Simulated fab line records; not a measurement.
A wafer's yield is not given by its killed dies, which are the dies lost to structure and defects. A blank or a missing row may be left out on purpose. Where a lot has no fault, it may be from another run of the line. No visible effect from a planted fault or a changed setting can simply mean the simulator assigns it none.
The same fault as seen by 2 desks -- flow gf180mcu -- every desk sees just its own numbers, and what lay behind them comes last

== THE METROLOGY DESK ==
What the gauges read, lot by lot, whatever tool the lot ran on: means of the sampled wafers that have a number. If a lot's mean is further than 4 standard deviations from the usual mean, the lot is out of limits and carries the mark OUT (the distance appears in the brackets).
Columns: A = STI_CVD_03_THK at GF_STI_THK_MEAS_04, usual 207.2 nm; B = DNWELL_TW at GF_DNWELL_TW_MEAS_09, usual 1357; C = HV_LDD_2_TW at GF_HV_LDD_TW_MEAS_23, usual 1060
lot,first seen here,A,B,C
L541,day 1 13:35,203.7,1367,1059
L545,day 2 09:34,207.9,1354,1050
L546,day 2 14:34,207.5,1355,1053
L547,day 2 19:34,206.0,1350,1067
L548,day 3 02:17,208.5,1352,1065
L550,day 3 18:40,207.6,1360,1061
L552,day 3 23:53,207.6,1357,1066
L554,day 4 07:51,209.1,1376,1053
L555,day 4 14:13,210.7,1370,1061
L556,day 4 16:43,206.1,1340,1061
L561,day 5 18:07,206.1,1353,1070
L562,day 5 22:38,207.6,1345,1095 (+5.0) OUT
L564,day 6 10:01,207.6,1352,1112 (+7.4) OUT
Finding of this desk: L562, L564 out of limits, first seen on L562 at day 17 09:13 (HV_LDD_2_TW at GF_HV_LDD_TW_MEAS_23). In limits: L541, L545, L546, L547, L548, L550, L552, L554, L555, L556, L561.

== FOR THE TOOL OWNER'S DESK: implanter-03 ==
The tool's own readings at GF_HV_LDD_IMPLANT_21, given as means over the sampled wafers that have a number, one for each lot that went through this tool. If a lot's mean is further than 4 standard deviations from the usual mean, the lot is out of limits and carries the mark OUT (the distance appears in the brackets).
Columns: A = beam energy keV at GF_HV_LDD_IMPLANT_21, usual 25.004; B = dose ions cm2 at GF_HV_LDD_IMPLANT_21, usual 4.999e+13; C = faraday current uA at GF_HV_LDD_IMPLANT_21, usual 283
lot,first seen here,A,B,C
L541,day 10 15:12,25.003,5.000e+13,284
L552,day 14 14:59,25.001,4.995e+13,286
L554,day 15 04:43,25.003,4.997e+13,283
L555,day 15 11:53,24.999,5.003e+13,282
L562,day 17 09:00,28.729 (+99 or more) OUT,4.998e+13,281
L564,day 18 14:31,28.720 (+99 or more) OUT,5.002e+13,279
This desk's finding: out of limits on L562, L564; first on L562, day 17 09:00 (beam energy keV at GF_HV_LDD_IMPLANT_21). In limits: L541, L552, L554, L555.

== TAKEN TOGETHER ==
The tool owner's desk had the chance to raise an alarm at day 17 09:00 on L562, L564.
An alarm was possible from the metrology desk at day 17 09:13, on L562, L564.
GF_HV_LDD_IMPLANT_21 was run on implanter-03 by each of the lots named.

== WHAT WAS PUT IN BY THE SIMULATOR ==
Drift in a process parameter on implanter-03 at GF_HV_LDD_IMPLANT_21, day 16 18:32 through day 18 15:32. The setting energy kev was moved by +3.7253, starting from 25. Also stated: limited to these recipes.
Struck lots among those shown: L562, L564.
Time in hours from fault onset to the first out-of-limits reading at each desk: tool owner's desk 14, metrology desk 15.
